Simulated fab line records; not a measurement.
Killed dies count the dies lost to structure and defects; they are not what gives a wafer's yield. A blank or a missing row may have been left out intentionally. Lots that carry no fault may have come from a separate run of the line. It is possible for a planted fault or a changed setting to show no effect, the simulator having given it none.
Which tool is to blame?    flow gf180mcu    12 lots, 35 wafers sampled, at 2 steps of a route of 602

== WHAT THE GAUGES SHOWED, per wafer ==
GF_M2_RS_MEAS_05: a four-point-probe measurement. Usual: for M2_ALCU_RS the level is 0.0694 ohm/sq and the standard deviation is 0.00088.
lot   measured      on            M2_ALCU_RS (ohm/sq)   flag
L905  day 18 14:22  filmMetro-02  0.0693 0.0692 0.0683  
L906  day 19 02:41  filmMetro-03  0.0684 0.0705 0.0700  
L907  day 19 07:43  filmMetro-04  0.0704 0.0703 0.0701  
L908  day 19 16:17  filmMetro-02  0.0688 0.0681 0.0675  
L909  day 20 02:44  filmMetro-04  0.0682 0.0691 0.0692  
L916  day 22 20:56  filmMetro-02  0.0712 0.0717 0.0710  
L917  day 23 01:07  filmMetro-04  0.0689 0.0688 0.0704  
L918  day 23 10:59  filmMetro-02  0.0689 0.0686 0.0696  
L919  day 23 16:03  filmMetro-02  0.0693 0.0684 0.0685  
L921  day 24 09:08  filmMetro-04  0.0688 0.0686 0.0694  
L922  day 24 16:41  filmMetro-02  0.0679 0.0704 0.0691  
L924  day 25 08:27  filmMetro-02  0.0685 0.0693         

== TOOL THAT RAN EACH LOT (tool first, then ch and the chambers of the sampled wafers, then the start) ==
lot   GF_CONTACT_SPUTTER_23
L905  pvdSputter-01, day 16 13:44
L906  pvdSputter-03, day 17 01:02
L907  pvdSputter-02, day 17 05:50
L908  pvdSputter-02, day 17 14:01
L909  pvdSputter-01, day 17 22:35
L916  pvdSputter-01, day 20 16:35
L917  pvdSputter-03, day 20 21:08
L918  pvdSputter-03, day 21 08:06
L919  pvdSputter-03, day 21 12:08
L921  pvdSputter-02, day 22 06:35
L922  pvdSputter-01, day 22 15:35
L924  pvdSputter-02, day 23 08:02
- GF_CONTACT_SPUTTER_23: material TiN, target thk 10 nm, time 40 s.

== AS READ BY THE TOOLS THEMSELVES (means over the sampled wafers that have a number; for cases with no such wafer, the mark the record gives instead) ==
GF_CONTACT_SPUTTER_23. Usual: chamberPressurePa 5.000 Pa, standard deviation 0.0091; throttleValvePct 29.5 %, standard deviation 1.
lot   tool           chamberPressurePa (Pa)  throttleValvePct (%)  flag
L905  pvdSputter-01  4.998                   29.2                  
L906  pvdSputter-03  5.002                   30.3                  
L907  pvdSputter-02  5.007                   29.2                  
L908  pvdSputter-02  5.002                   29.1                  
L909  pvdSputter-01  4.997                   27.6                  
L916  pvdSputter-01  4.998                   28.6                  
L917  pvdSputter-03  5.002                   29.4                  
L918  pvdSputter-03  4.999                   29.4                  
L919  pvdSputter-03  4.994                   29.9                  
L921  pvdSputter-02  5.005                   29.0                  
L922  pvdSputter-01  4.996                   30.7                  
L924  pvdSputter-02  5.003                   29.0                  

== THE ANSWER, worked out from the rows above alone ==
Rule: take the mean of a lot's wafers that have a number; if it is more than 3 standard deviations from the usual mean, the lot is off. A lot without any number at a reading at which 4 lots or more have one is off too. The other lots that the step has rows for count as sound. First the gauges in route order, then the tools' own readings, where a lot's mean is used as printed above. At the first step where some lot is off, the reading lying furthest off is the one used; lots without a number count as furthest.
None of the lots is off at any reading shown; this tells nothing.

== WHAT HAD BEEN PUT IN BY THE SIMULATOR ==
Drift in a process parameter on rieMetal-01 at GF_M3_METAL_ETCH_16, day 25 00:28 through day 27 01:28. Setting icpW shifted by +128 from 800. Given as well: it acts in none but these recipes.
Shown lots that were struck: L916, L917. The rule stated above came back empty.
